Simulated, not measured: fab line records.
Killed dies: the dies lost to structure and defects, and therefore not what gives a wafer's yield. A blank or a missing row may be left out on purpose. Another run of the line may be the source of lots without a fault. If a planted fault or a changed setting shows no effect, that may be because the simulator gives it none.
Chamber matching	flow sky130	3 sister chambers for SKY_VIA1_HDPCVD_00 on hdpcvd-02
The step deposits SiO2, target thk 1030 nm, time 171.7 s. 6 wafers are shown with their chamber, then 9 later ones without.

== WAFERS, EACH WITH ITS CHAMBER ==
wafer	chamber	runLengthS (s)
L179.3	1	199.9
L180.1	2	198.9
L180.6	0	199.3
L182.1	1	199.5
L182.2	2	199.2
L182.3	0	199.4

== WAFERS WITH NO CHAMBER GIVEN ==
wafer	runLengthS (s)
L184.1	199.3
L184.2	200.0
L184.4	198.8
L186.1	199.4
L186.2	199.0
L186.6	199.1
L190.1	200.2
L190.5	199.8
L190.6	198.9

== EACH ONE'S CHAMBER ==
wafer	from the rows above	in truth
L184.1	can't be placed: 0 or 2 or 1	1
L184.2	can't be placed: 1 or 0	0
L184.4	can't be placed: 2 or 0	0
L186.1	can't be placed: 0 or 1 or 2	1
L186.2	can't be placed: 2 or 0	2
L186.6	can't be placed: 2 or 0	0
L190.1	can't be placed: 1 or 0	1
L190.5	can't be placed: 1 or 0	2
L190.6	can't be placed: 2 or 0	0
Correct placement for 0 of the 9. Cannot be placed on the basis of these rows: 9; the candidates contain the true chamber in 8. Placed wrongly: 0.
How it was worked out, from the rows above alone: a wafer's distance from a chamber is the root of the sum, over the readings, of the square of ((its reading less the chamber's mean) divided by the reading's scatter). If the next closest chamber is less than 2 further off than the closest, the wafer can't be placed; otherwise it belongs to the closest. For every chamber, the mean is computed from those of its wafers that are shown. The scatter is the square root of a quotient: the sum, over the shown wafers, of each reading's squared deviation from its chamber's mean, divided by wafers minus chambers.
